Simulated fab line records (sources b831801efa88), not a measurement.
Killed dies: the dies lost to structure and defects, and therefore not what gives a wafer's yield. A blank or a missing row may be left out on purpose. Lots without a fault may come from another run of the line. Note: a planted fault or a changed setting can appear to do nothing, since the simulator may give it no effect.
The tool behind it: which one?	flow sky130	6 lots, 18 wafers sampled, at 2 steps of a route of 708

## WHAT EACH GAUGE READ, for each wafer
SKY_VT_ADJUST_NCORE_OVL_MEAS_08.
lot	measured	on	VT_ADJUST_NCORE_OVL (nm)
L489	day 8 22:28	overlay-02	1.9 0.4 3.2
L493	day 9 23:43	overlay-02	1.7 -0.1 2.1
L495	day 10 15:00	overlay-02	-2.6 -1.3 -2.6
L498	day 11 14:22	overlay-01	0.2 0.6 2.0
L502	day 12 16:28	overlay-02	-118.3 -118.6 -119.3 -116.8 -117.5 -117.7
L507	day 14 09:55	overlay-02	-0.7 0.1 1.6

## EACH LOT AND THE TOOL THAT RAN IT (in order: tool; ch and the chambers of the sampled wafers; start)
lot	SKY_VT_ADJUST_NCORE_EXPOSE_04
L489	ilineStepper-01 ch 0, day 8 12:24
L493	ilineStepper-02 ch 0, day 9 12:56
L495	ilineStepper-02 ch 0, day 10 03:26
L498	ilineStepper-01 ch 0, day 11 02:43
L502	ilineStepper-02 ch 0, day 12 03:46
L507	ilineStepper-01 ch 0, day 13 21:56
- SKY_VT_ADJUST_NCORE_EXPOSE_04: exposes mask LVTN COMPLEMENT THIN, target cd 380 nm.

## THE ANSWER, worked out from the rows above alone
Rule: what is usual is taken from the lots themselves. The widest of any qualifying gaps counts: lots, ordered by their means at a reading, are off when they make up no more than a third of the lots, leave a main group of 4 or more, and stand apart from it by 3 or more times the standard deviation of that group's means. A main group whose means are all the same, to the digits that the tables above print for the reading, isn't used. Also off: a lot with no number at a reading for which 4 or more lots have one. Where the step has rows for the other lots, those lots are counted as sound.
Off: L502, at SKY_VT_ADJUST_NCORE_OVL_MEAS_08 (VT_ADJUST_NCORE_OVL). The main group: mean 0.4 nm, standard deviation 1.4.
A tool fits if, at a process step before that reading, it ran every lot that is off, and no sound lot after the first of them. The gauges at SKY_VT_ADJUST_NCORE_OVL_MEAS_08 are tried like those tools. One fits: SKY_VT_ADJUST_NCORE_EXPOSE_04 on ilineStepper-02. Its last sound lot is L495 (day 10 03:26), its first lot that is off L502 (day 12 03:46): a fault that began between those two fits.

## WHAT THE SIMULATOR HAD PUT IN
Scanner matching overlay: ilineStepper-02, from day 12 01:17 on, at SKY_VT_ADJUST_NCORE_EXPOSE_04. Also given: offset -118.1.
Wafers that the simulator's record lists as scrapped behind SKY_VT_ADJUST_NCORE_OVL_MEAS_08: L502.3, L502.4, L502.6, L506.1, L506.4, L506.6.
Lots struck among those shown: L502. The rule above found the same.
